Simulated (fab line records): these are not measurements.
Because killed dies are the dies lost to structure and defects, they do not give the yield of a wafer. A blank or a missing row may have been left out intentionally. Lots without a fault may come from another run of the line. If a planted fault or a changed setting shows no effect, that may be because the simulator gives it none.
fab line records | flow gf180mcu
[record] lots = 24 wafers = 72 lastDay = 34
route steps=602 shown CONTACT@309 V1@349 V2@384 V4@479
lots that met no fault: taken from a fault-free run of the same line
startH: hours from the record's first day to the start of the lot's first wafer shown | waitH: hours elapsed since this lot's preceding step | " repeats the value in the row above | L1.1+2: several wafers, shown together as one row | - no value, or no start given | * or withheld: withheld | < > ~ a bound
route shown NAME@n: NAME is a module with steps in the file, n the number in the route of the first one | usual: average and standard deviation across the fault-free wafers | same: alike in all rows | chamber/n: place in a boat | sites: the reading at each site | _std_site: the values' standard deviation | _edge_site: outer sites' mean less inner sites' | radiusMm: how far each site lies from the wafer's centre | mask NAME#n: copy n | behind: tool/chamber where the wafer was last shaped | hold: reason for holding the lot/hours on hold/outcome of the hold | device: the n, p or np transistor that did not switch | end of line: the same wafers' tests at the end of the route | a step with no rows: only its recipe | killed: not the wafer's yield, but the dies lost to structure and defects at the first sort | map: dies across one wafer; x = killed, . = not, _ = none there
set.NAME: the setting as run; set.NAME@STEP: as run at that earlier step | model.NAME: the simulator's own value behind a step, which no gauge read
the route's steps for a sample of lots (tables are steps, rows are wafers)
services: a tool's chamber out of use, with start hour (startH, from the record's first day; less than 0 if before it), hours out, and reason
[[steps]]
[step GF_CONTACT_SPUTTER_22]
[recipe] material = Ti targetThkNm = 15 chamberPressurePa = 5 powerW = 2500 substrateTempC = 200 timeS = 80.02
[usual] throttleValvePct = 30.0/1.4
[same] timeS = 80.02
// columns lot.wafer tool chamber startH waitH throttleValvePct
L074.1 pvdSputter-03 - 361.83 0.0 28.5
L074.2 " - " " 32.1
L074.6 " - " " 28.8
L075.2 pvdSputter-04 - 368.63 0.0 28.7
L075.4 " - " " 28.8
L075.5 " - " " 28.8
L076.4 pvdSputter-01 - 383.00 0.0 29.3
L076.5 " - " " 29.1
L076.6 " - " " 29.4
L077.2 pvdSputter-04 - 388.23 0.0 28.8
L077.3 " - " " 29.8
L077.6 " - " " 29.0
L078.1 pvdSputter-01 - 398.17 0.0 29.2
L078.2 " - " " 29.7
L078.6 " - " " 30.2
L079.1 pvdSputter-01 - 408.97 0.0 30.1
L079.3 " - " " 32.4
L079.4 " - " " 29.3
L080.1 pvdSputter-04 - 411.07 0.0 29.0
L080.3 " - " " 29.2
L080.4 " - " " 30.1
L081.2 pvdSputter-04 - 430.11 0.0 29.1
L081.4 " - " " 29.8
L081.5 " - " " 29.1
L082.1 pvdSputter-01 - 432.76 0.0 32.5
L082.5 " - " " 32.5
L082.6 " - " " 29.5
L083.2 pvdSputter-03 - 440.01 0.0 29.7
L083.4 " - " " 29.8
L083.5 " - " " 32.8
L084.3 pvdSputter-03 - 455.73 0.0 28.4
L084.4 " - " " 32.5
L084.6 " - " " 28.6
L085.1 pvdSputter-03 - 464.98 0.0 32.7
L085.2 " - " " 29.6
L085.3 " - " " 28.4
L086.3 pvdSputter-01 - 470.96 0.0 30.1
L086.4 " - " " 32.3
L086.5 " - " " 32.4
L087.4 pvdSputter-01 - 474.13 0.0 29.1
L087.5 " - " " 30.2
L087.6 " - " " 29.5
L088.4 pvdSputter-03 - 488.16 0.0 32.6
L088.5 " - " " 32.7
L088.6 " - " " 29.8
L089.1 pvdSputter-03 - 495.96 0.0 29.4
L089.3 " - " " 29.9
L089.6 " - " " 29.9
L090.1 pvdSputter-03 - 506.48 0.0 32.5
L090.2 " - " " 29.5
L090.3 " - " " 30.0
L091.4 pvdSputter-01 - 511.71 0.0 29.6
L091.5 " - " " 29.4
L091.6 " - " " 32.4
L092.2 pvdSputter-03 - 518.91 0.0 30.0
L092.3 " - " " 32.5
L092.4 " - " " 28.2
L093.1 pvdSputter-03 - 527.36 0.0 29.3
L093.3 " - " " 32.6
L093.5 " - " " 32.6
L094.1 pvdSputter-03 - 538.38 0.0 30.0
L094.4 " - " " 32.5
L094.5 " - " " 29.4
L095.1 pvdSputter-01 - 541.76 0.0 32.4
L095.4 " - " " 29.8
L095.5 " - " " 29.0
L096.2 pvdSputter-03 - 549.09 0.0 29.5
L096.4 " - " " 29.7
L096.5 " - " " 29.8
L097.2 pvdSputter-03 - 566.11 0.0 29.5
L097.3 " - " " 32.4
L097.6 " - " " 28.4
[step GF_V1_CD_MEAS_14]
[recipe] targetCdNm = 260
[usual] cdNm = 259.9/1.1
// columns lot.wafer tool chamber startH waitH cdNm
L074.1 cdSem-01 - 409.62 0.1 260.1
L074.2 " - " " 262.0
L074.6 " - " " 261.8
L075.2 cdSem-01 - 417.49 0.1 259.3
L075.4 " - " " 258.3
L075.5 " - " " 258.9
L076.4 cdSem-02 - 433.20 0.1 258.9
L076.5 " - " " 259.7
L076.6 " - " " 259.2
L077.2 cdSem-01 - 438.29 0.1 258.5
L077.3 " - " " 258.0
L077.6 " - " " 257.5
L078.1 cdSem-02 - 448.85 0.1 260.6
L078.2 " - " " 261.3
L078.6 " - " " 260.9
L079.1 cdSem-02 - 459.95 0.1 261.8
L079.3 " - " " 261.7
L079.4 " - " " 261.4
L080.1 cdSem-01 - 462.45 0.1 260.6
L080.3 " - " " 261.6
L080.4 " - " " 260.5
L081.2 cdSem-02 - 480.91 0.1 262.7
L081.4 " - " " 262.6
L081.5 " - " " 260.5
L082.1 cdSem-02 - 483.15 0.1 258.8
L082.5 " - " " 258.5
L082.6 " - " " 259.5
L083.2 cdSem-01 - 490.79 0.1 260.4
L083.4 " - " " 261.7
L083.5 " - " " 260.6
L084.3 cdSem-02 - 505.73 0.1 259.1
L084.4 " - " " 259.1
L084.6 " - " " 258.8
L085.1 cdSem-02 - 514.50 0.1 261.4
L085.2 " - " " 260.9
L085.3 " - " " 261.0
L086.3 cdSem-01 - 520.29 0.1 258.7
L086.4 " - " " 259.3
L086.5 " - " " 259.4
L087.4 cdSem-01 - 523.63 0.1 260.8
L087.5 " - " " 261.0
L087.6 " - " " 260.4
L088.4 cdSem-02 - 537.11 0.1 258.4
L088.5 " - " " 258.7
L088.6 " - " " 259.0
L089.1 cdSem-01 - 544.55 0.1 257.9
L089.3 " - " " 258.8
L089.6 " - " " 257.8
L090.1 cdSem-02 - 553.94 0.1 258.3
L090.2 " - " " 260.3
L090.3 " - " " 259.4
L091.4 cdSem-01 - 559.80 0.1 260.3
L091.5 " - " " 259.7
L091.6 " - " " 259.7
L092.2 cdSem-02 - 567.06 0.1 261.0
L092.3 " - " " 260.4
L092.4 " - " " 259.8
L093.1 cdSem-01 - 573.70 0.1 258.2
L093.3 " - " " 259.5
L093.5 " - " " 259.8
L094.1 cdSem-02 - 584.99 0.1 260.5
L094.4 " - " " 260.3
L094.5 " - " " 260.4
L095.1 cdSem-02 - 587.42 0.1 259.0
L095.4 " - " " 259.5
L095.5 " - " " 260.4
L096.2 cdSem-02 - 595.19 0.1 260.1
L096.4 " - " " 260.0
L096.5 " - " " 259.7
L097.2 cdSem-02 - 611.66 0.1 260.3
L097.3 " - " " 260.4
L097.6 " - " " 261.6
[step GF_V2_CVD_02]
[recipe] material = SiO2 targetThkNm = 850 precursor = TEOS tempC = 400 timeS = 94.851 rfW = 600
[usual] heaterPowerW = 632/130
[same] timeS = 94.851
// columns lot.wafer tool chamber startH waitH heaterPowerW
L074.1 pecvd-04 1 436.01 0.1 567
L074.2 " 0 " " 721
L074.6 " 1 " " 573
L075.2 pecvd-01 1 444.84 0.0 732
L075.4 " 0 " " 609
L075.5 " 1 " " 796
L076.4 pecvd-04 0 460.96 0.1 626
L076.5 " 1 " " 543
L076.6 " 2 " " 494
L077.2 pecvd-01 0 465.68 0.0 747
L077.3 " 2 " " 534
L077.6 " 0 " " 610
L078.1 pecvd-04 0 476.24 0.1 775
L078.2 " 2 " " 578
L078.6 " 2 " " 445
L079.1 pecvd-02 2 486.35 0.1 527
L079.3 " 0 " " 575
L079.4 " 0 " " 647
L080.1 pecvd-02 2 488.74 0.1 514
L080.3 " 1 " " 902
L080.4 " 1 " " 725
L081.2 pecvd-01 0 507.19 0.0 640
L081.4 " 1 " " 814
L081.5 " 2 " " 571
L082.1 pecvd-01 0 509.71 0.1 765
L082.5 " 0 " " 625
L082.6 " 1 " " 765
L083.2 pecvd-04 1 516.87 0.0 533
L083.4 " 0 " " 775
L083.5 " 2 " " 502
L084.3 pecvd-04 2 531.19 0.0 531
L084.4 " 0 " " 629
L084.6 " 1 " " 555
L085.1 pecvd-02 2 539.67 0.1 525
L085.2 " 1 " " 824
L085.3 " 0 " " 683
L086.3 pecvd-02 2 545.69 0.0 505
L086.4 " 2 " " 403
L086.5 " 0 " " 696
L087.4 pecvd-04 2 548.97 0.1 441
L087.5 " 1 " " 458
L087.6 " 0 " " 725
L088.4 pecvd-01 1 562.69 0.1 757
L088.5 " 0 " " 709
L088.6 " 2 " " 593
L089.1 pecvd-02 1 569.77 0.1 910
L089.3 " 0 " " 638
L089.6 " 1 " " 718
L090.1 pecvd-02 1 578.90 0.1 822
L090.2 " 0 " " 678
L090.3 " 2 " " 538
L091.4 pecvd-02 1 583.87 0.1 893
L091.5 " 0 " " 703
L091.6 " 2 " " 483
L092.2 pecvd-04 1 590.58 0.0 476
L092.3 " 2 " " 565
L092.4 " 2 " " 433
L093.1 pecvd-04 0 597.61 0.1 695
L093.3 " 1 " " 586
L093.5 " 2 " " 543
L094.1 pecvd-04 0 607.74 0.1 817
L094.4 " 0 " " 636
L094.5 " 1 " " 579
L095.1 pecvd-01 0 611.60 0.1 674
L095.4 " 0 " " 729
L095.5 " 2 " " 526
L096.2 pecvd-02 2 618.35 0.0 500
L096.4 " 0 " " 666
L096.5 " 2 " " 541
L097.2 pecvd-04 1 634.24 0.0 515
L097.3 " 0 " " 754
L097.6 " 2 " " 562
[step GF_V2_OVL_MEAS_15]
[usual] V2_OVL = -1/6.1
// columns lot.wafer tool chamber startH waitH V2_OVL[nm]
L074.1 overlay-02 - 460.88 0.1 4
L074.2 " - " " 2
L074.6 " - " " 4
L075.2 overlay-01 - 469.98 0.1 0
L075.4 " - " " -1
L075.5 " - " " 7
L076.4 overlay-01 - 484.98 0.1 3
L076.5 " - " " 9
L076.6 " - " " 12
L077.2 overlay-01 - 490.32 0.1 -2
L077.3 " - " " -8
L077.6 " - " " -5
L078.1 overlay-01 - 500.56 0.1 3
L078.2 " - " " 3
L078.6 " - " " 0
L079.1 overlay-01 - 510.91 0.1 0
L079.3 " - " " 0
L079.4 " - " " -6
L080.1 overlay-02 - 513.07 0.1 7
L080.3 " - " " 9
L080.4 " - " " 6
L081.2 overlay-01 - 530.53 0.1 -8
L081.4 " - " " -6
L081.5 " - " " -4
L082.1 overlay-02 - 533.42 0.1 -6
L082.5 " - " " -4
L082.6 " - " " -12
L083.2 overlay-02 - 540.37 0.1 -2
L083.4 " - " " 0
L083.5 " - " " -3
L084.3 overlay-02 - 554.43 0.1 3
L084.4 " - " " 3
L084.6 " - " " -1
L085.1 overlay-02 - 562.76 0.1 -5
L085.2 " - " " 3
L085.3 " - " " 1
L086.3 overlay-01 - 569.07 0.1 0
L086.4 " - " " -10
L086.5 " - " " -4
L087.4 overlay-01 - 571.58 0.1 11
L087.5 " - " " 7
L087.6 " - " " 6
L088.4 overlay-01 - 584.18 0.1 -5
L088.5 " - " " -3
L088.6 " - " " 2
L089.1 overlay-01 - 591.07 0.1 -3
L089.3 " - " " -4
L089.6 " - " " 0
L090.1 overlay-02 - 601.08 0.1 2
L090.2 " - " " -3
L090.3 " - " " 2
L091.4 overlay-02 - 606.09 0.1 -14
L091.5 " - " " -10
L091.6 " - " " -12
L092.2 overlay-01 - 611.89 0.1 -17
L092.3 " - " " -6
L092.4 " - " " -15
L093.1 overlay-02 - 619.63 0.1 0
L093.3 " - " " -6
L093.5 " - " " 1
L094.1 overlay-02 - 628.82 0.1 -6
L094.4 " - " " -3
L094.5 " - " " -6
L095.1 overlay-01 - 632.51 0.1 -4
L095.4 " - " " 0
L095.5 " - " " -1
L096.2 overlay-02 - 638.83 0.1 -1
L096.4 " - " " -9
L096.5 " - " " -4
L097.2 overlay-02 - 654.97 0.1 3
L097.3 " - " " 8
L097.6 " - " " 2
[step GF_V2_ETCH_16]
[recipe] chemistry = N2/H2 targetDepthA = withheld overetchA = withheld timeS = withheld target = BARC ionEnergyEv = 200 sourceW = 500 biasW = 100 pressureMtorr = 30 n2FlowSccm = 100 h2FlowSccm = 200
[usual] drypumpMotorCurrentA = 5.8/0.34 oesProductAu = 0.855/0.0048 throttleValvePct = 13.224/0.0087
// columns lot.wafer tool chamber startH waitH drypumpMotorCurrentA oesProductAu throttleValvePct
L074.1 rieDiel-03 2 460.91 0.0 5.8 0.854 13.218
L074.2 " 3 " " 5.2 0.850 13.217
L074.6 " 2 " " 5.8 0.850 13.226
L075.2 rieDiel-03 3 470.01 0.0 5.2 0.852 13.225
L075.4 " 2 " " 5.8 0.863 13.219
L075.5 " 1 " " 6.1 0.849 13.229
L076.4 rieDiel-03 2 485.00 0.0 5.9 0.851 13.234
L076.5 " 3 " " 5.2 0.854 13.227
L076.6 " 2 " " 5.9 0.854 13.228
L077.2 rieDiel-04 1 490.35 0.0 5.5 0.867 13.212
L077.3 " 3 " " 5.6 0.851 13.244
L077.6 " 3 " " 5.6 0.862 13.219
L078.1 rieDiel-03 2 500.60 0.0 5.9 0.858 13.238
L078.2 " 0 " " 5.9 0.852 13.221
L078.6 " 3 " " 5.2 0.853 13.225
L079.1 rieDiel-04 3 510.95 0.0 5.5 0.855 13.214
L079.3 " 0 " " 5.7 0.856 13.222
L079.4 " 2 " " 6.4 0.853 13.234
L080.1 rieDiel-03 2 513.10 0.0 5.9 0.859 13.235
L080.3 " 0 " " 5.9 0.857 13.219
L080.4 " 0 " " 5.9 0.852 13.224
L081.2 rieDiel-02 0 530.56 0.0 6.3 0.850 13.234
L081.4 " 2 " " 6.2 0.852 13.202
L081.5 " 0 " " 6.3 0.845 13.228
L082.1 rieDiel-03 0 533.45 0.0 5.9 0.853 13.226
L082.5 " 1 " " 6.1 0.856 13.208
L082.6 " 0 " " 5.9 0.853 13.215
L083.2 rieDiel-03 3 540.40 0.0 5.2 0.851 13.226
L083.4 " 2 " " 5.8 0.847 13.213
L083.5 " 3 " " 5.2 0.857 13.235
L084.3 rieDiel-04 3 554.45 0.0 5.5 0.858 13.227
L084.4 " 1 " " 5.5 0.852 13.233
L084.6 " 0 " " 5.7 0.863 13.232
L085.1 rieDiel-02 2 562.80 0.0 6.1 0.851 13.220
L085.2 " 1 " " 5.8 0.860 13.228
L085.3 " 3 " " 5.6 0.851 13.226
L086.3 rieDiel-02 2 569.10 0.0 6.1 0.848 13.224
L086.4 " 0 " " 6.3 0.856 13.222
L086.5 " 1 " " 5.7 0.855 13.228
L087.4 rieDiel-02 0 571.60 0.0 6.4 0.854 13.219
L087.5 " 1 " " 5.7 0.858 13.212
L087.6 " 2 " " 6.2 0.860 13.216
L088.4 rieDiel-04 3 584.20 0.0 5.5 0.854 13.219
L088.5 " 2 " " 6.4 0.858 13.230
L088.6 " 1 " " 5.5 0.853 13.222
L089.1 rieDiel-02 0 591.10 0.0 6.4 0.849 13.246
L089.3 " 1 " " 5.8 0.854 13.241
L089.6 " 2 " " 6.2 0.856 13.208
L090.1 rieDiel-03 2 601.11 0.0 5.9 0.849 13.212
L090.2 " 0 " " 5.9 0.845 13.222
L090.3 " 3 " " 5.2 0.852 13.226
L091.4 rieDiel-03 0 606.11 0.0 5.8 0.849 13.229
L091.5 " 0 " " 5.8 0.859 13.223
L091.6 " 3 " " 5.2 0.857 13.226
L092.2 rieDiel-04 1 611.92 0.0 5.5 0.861 13.225
L092.3 " 0 " " 5.7 0.864 13.231
L092.4 " 3 " " 5.6 0.856 13.224
L093.1 rieDiel-03 3 619.66 0.0 5.2 0.854 13.214
L093.3 " 0 " " 5.8 0.858 13.219
L093.5 " 2 " " 5.9 0.845 13.212
L094.1 rieDiel-04 0 628.85 0.0 5.7 0.854 13.222
L094.4 " 3 " " 5.5 0.860 13.236
L094.5 " 1 " " 5.5 0.857 13.223
L095.1 rieDiel-04 1 632.55 0.0 5.5 0.857 13.236
L095.4 " 3 " " 5.5 0.853 13.225
L095.5 " 2 " " 6.4 0.861 13.226
L096.2 rieDiel-02 0 638.86 0.0 6.3 0.857 13.244
L096.4 " 1 " " 5.8 0.852 13.228
L096.5 " 3 " " 5.6 0.858 13.223
L097.2 rieDiel-02 3 655.00 0.0 5.6 0.852 13.212
L097.3 " 2 " " 6.1 0.854 13.231
L097.6 " 2 " " 6.2 0.859 13.232
[step GF_V4_THK_MEAS_03]
[recipe] reads = SiO2_of_V4_CVD_02
[usual] V4_CVD_02_THK = 853/11
// columns lot.wafer tool chamber startH waitH V4_CVD_02_THK[nm]
L074.1 filmMetro-01 - 537.18 0.0 836
L074.2 " - " " 828
L074.6 " - " " 841
L075.2 filmMetro-01 - 547.08 0.0 835
L075.4 " - " " 859
L075.5 " - " " 850
L076.4 filmMetro-04 - 560.36 0.0 874
L076.5 " - " " 849
L076.6 " - " " 853
L077.2 filmMetro-03 - 564.04 0.0 848
L077.3 " - " " 858
L077.6 " - " " 867
L078.1 filmMetro-03 - 573.76 0.0 841
L078.2 " - " " 845
L078.6 " - " " 852
L079.1 filmMetro-01 - 582.67 0.0 833
L079.3 " - " " 852
L079.4 " - " " 856
L080.1 filmMetro-01 - 584.85 0.0 837
L080.3 " - " " 846
L080.4 " - " " 852
L081.2 filmMetro-01 - 602.07 0.0 842
L081.4 " - " " 860
L081.5 " - " " 861
L082.1 filmMetro-01 - 603.69 0.0 840
L082.5 " - " " 858
L082.6 " - " " 852
L083.2 filmMetro-03 - 611.37 0.0 842
L083.4 " - " " 861
L083.5 " - " " 850
L084.3 filmMetro-04 - 625.19 0.1 849
L084.4 " - " " 849
L084.6 " - " " 856
L085.1 filmMetro-01 - 631.47 0.0 856
L085.2 " - " " 852
L085.3 " - " " 860
L086.3 filmMetro-04 - 635.80 0.1 850
L086.4 " - " " 859
L086.5 " - " " 861
L087.4 filmMetro-04 - 639.17 0.0 855
L087.5 " - " " 859
L087.6 " - " " 854
L088.4 filmMetro-04 - 650.82 0.0 854
L088.5 " - " " 849
L088.6 " - " " 864
L089.1 filmMetro-04 - 656.38 0.0 854
L089.3 " - " " 856
L089.6 " - " " 881
L090.1 filmMetro-01 - 666.06 0.0 843
L090.2 " - " " 845
L090.3 " - " " 840
L091.4 filmMetro-01 - 671.74 0.0 849
L091.5 " - " " 849
L091.6 " - " " 857
L092.2 filmMetro-01 - 676.28 0.0 850
L092.3 " - " " 862
L092.4 " - " " 864
L093.1 filmMetro-01 - 685.45 0.0 862
L093.3 " - " " 863
L093.5 " - " " 860
L094.1 filmMetro-01 - 693.13 0.0 851
L094.4 " - " " 868
L094.5 " - " " 851
L095.1 filmMetro-01 - 696.31 0.0 859
L095.4 " - " " 859
L095.5 " - " " 867
L096.2 filmMetro-01 - 702.75 0.0 848
L096.4 " - " " 871
L096.5 " - " " 870
L097.2 filmMetro-01 - 716.29 0.0 849
L097.3 " - " " 856
L097.6 " - " " 861
[[services]]
// columns tool chamber startH hours kind
rieDiel-04 1 354.93 12.0 repair
rieDiel-04 2 364.28 5.9 repair
pecvd-04 - 368.88 14.0 pm
rieDiel-04 1 372.47 4.2 repair
rieDiel-02 1 375.97 3.0 repair
rieDiel-03 - 388.63 2.8 pm
pvdSputter-01 - 391.92 4.0 repair
rieDiel-02 3 398.55 4.1 repair
pecvd-04 0 398.69 3.2 repair
pvdSputter-03 - 476.62 1.5 repair
pecvd-04 - 502.34 1.2 repair
pecvd-02 2 502.97 5.1 repair
rieDiel-03 1 503.81 16.6 repair
pecvd-02 - 505.06 6.0 pm
pvdSputter-01 - 523.33 1.2 repair
pecvd-04 - 526.06 2.9 repair
pecvd-04 - 526.54 0.7 repair
rieDiel-03 2 577.56 4.6 repair
pvdSputter-03 - 593.78 9.8 repair
pecvd-02 - 601.20 2.8 pm
pvdSputter-01 - 619.37 4.2 repair
pvdSputter-01 - 629.73 3.0 repair
rieDiel-03 - 642.31 0.7 repair
pecvd-02 - 642.57 0.9 repair
[[key]]
fault none
